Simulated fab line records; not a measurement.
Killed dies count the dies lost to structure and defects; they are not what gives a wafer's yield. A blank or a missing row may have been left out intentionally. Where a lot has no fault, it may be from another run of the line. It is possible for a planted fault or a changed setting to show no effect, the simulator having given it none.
Struck lot and sound lot, side by side ; flow sky130 ; 34 out of 708 route steps
Sound: these wafers, L979.2, L979.4, L979.5. Wafers L989.1, L989.2, L989.3 were the ones struck. The cause is named last.
Order at every step that has rows: each side's tool, ch and its chambers, its first start. Under that, the readings that differ: sound wafers ; struck wafers ; difference of the means ; sigmas: that difference in standard deviations of wafers without a fault.
alike: words and numbers the same on both sides, and readings whose means are apart by under 2 such deviations; not compared: readings that were withheld, readings missing a value for some wafer, numbers with overlapping values and no deviation given by the record, and bounds like >300 which may hide the same value.
The two part at a step that has a row with sigmas, a row that says differs or no value, or rows on one side only. Numbers that have no deviation but don't overlap get no sigmas and don't part them. A reading missing from all wafers of one side parts the sides only when that side holds two or more wafers.

first, 9 steps without rows for these wafers: SKY_VIA3_CMP_02 (polishes SiO2); SKY_VIA3_DEHYDRATE_04 (time 60 s); SKY_VIA3_HMDS_05 (prime time 60 s); SKY_VIA3_COAT_06 (resist thk 60 nm); SKY_VIA3_COAT_07 (resist thk 450 nm); SKY_VIA3_SOFTBAKE_08 (time 90 s); SKY_VIA3_EXPOSE_09 (exposes mask VIM3, target cd 200 nm); SKY_VIA3_PEB_10; SKY_VIA3_DEVELOP_11 (develop time 60 s).
SKY_VIA3_ETCH_14: etches BARC in N2/H2, stops on SiO2, time 45.9 s, target depth 60 nm.
  sound on rie_diel-04 ch 0,3, day 40 09:08; struck on rie_diel-04 ch 0,2,3, day 43 10:08
reading;sound;struck;difference;sigmas
throttle_valve_pct (%);13.221 13.210 13.211;13.221 13.245 13.233;+0.019;+2
  alike: drypump_motor_current_A, n2_flow_sccm, oes_product_au
  not compared: rf_hours_counter_h
then, 23 steps without rows for these wafers: SKY_VIA3_ETCH_15 (etches SiO2 in C4F8/O2/Ar, stops on TiN, target depth 507 nm, time 78 s); SKY_VIA3_STRIP_16 (strips in O2/N2); SKY_VIA3_STRIP_17 (strips in post etch residue remover, time 1200 s); SKY_VIA3_CLEAN_18 (cleans in IPA, time 180 s); SKY_VIA3_CLEAN_19 (cleans in O3/DIW); SKY_VIA3_SPUTTER_20 (material TiN, target thk 20 nm, time 80 s); SKY_VIA3_CVD_21 (deposits W, target thk 390 nm, time 117.31 s); SKY_VIA3_CMP_24 (polishes, stops on SiO2, t overpolish 20 s, target thk 0 nm); SKY_METAL4_SPUTTER_00 (material Ti, target thk 15 nm, time 10 s); SKY_METAL4_SPUTTER_01 (material TiN, target thk 20 nm, time 16.7 s); SKY_METAL4_SPUTTER_02 (material AlCu, target thk 735 nm, time 39.1 s); SKY_METAL4_SPUTTER_03 (material Ti, target thk 5 nm, time 3.3 s); SKY_METAL4_SPUTTER_04 (material TiN, target thk 70 nm, time 58.3 s); SKY_CAP2M_CVD_00 (deposits SiO2, target thk 15.5 nm); SKY_CAP2M_SPUTTER_02 (material TiN, target thk 200 nm, time 166.7 s); SKY_CAP2M_DEHYDRATE_05 (time 60 s); SKY_CAP2M_HMDS_06 (prime time 60 s); SKY_CAP2M_COAT_07 (resist thk 1140 nm); SKY_CAP2M_SOFTBAKE_08 (time 60 s); SKY_CAP2M_EXPOSE_09 (exposes mask CAP2M, target cd 1000 nm); SKY_CAP2M_PEB_10; SKY_CAP2M_DEVELOP_11 (develop time 60 s); SKY_CAP2M_METAL_ETCH_13 (etches TiN in Cl2/BCl3, stops on SiO2, target depth 220 nm, time 62.9 s).
-- the record jumps here: 6 days lie between the struck wafers' starts before and after (it left off in module CAP2M and takes up again in module PAD_OPEN, whose first step shown is number 708 of the route) --
SKY_PAD_OPEN_PROBE_99:
  record: rows for the struck wafers here (prober-01, day 48 22:21), none for the sound ones

== WHERE THEY PART ==
First at SKY_VIA3_ETCH_14; last, within this record, at SKY_PAD_OPEN_PROBE_99.

WHY: what the simulator had put in
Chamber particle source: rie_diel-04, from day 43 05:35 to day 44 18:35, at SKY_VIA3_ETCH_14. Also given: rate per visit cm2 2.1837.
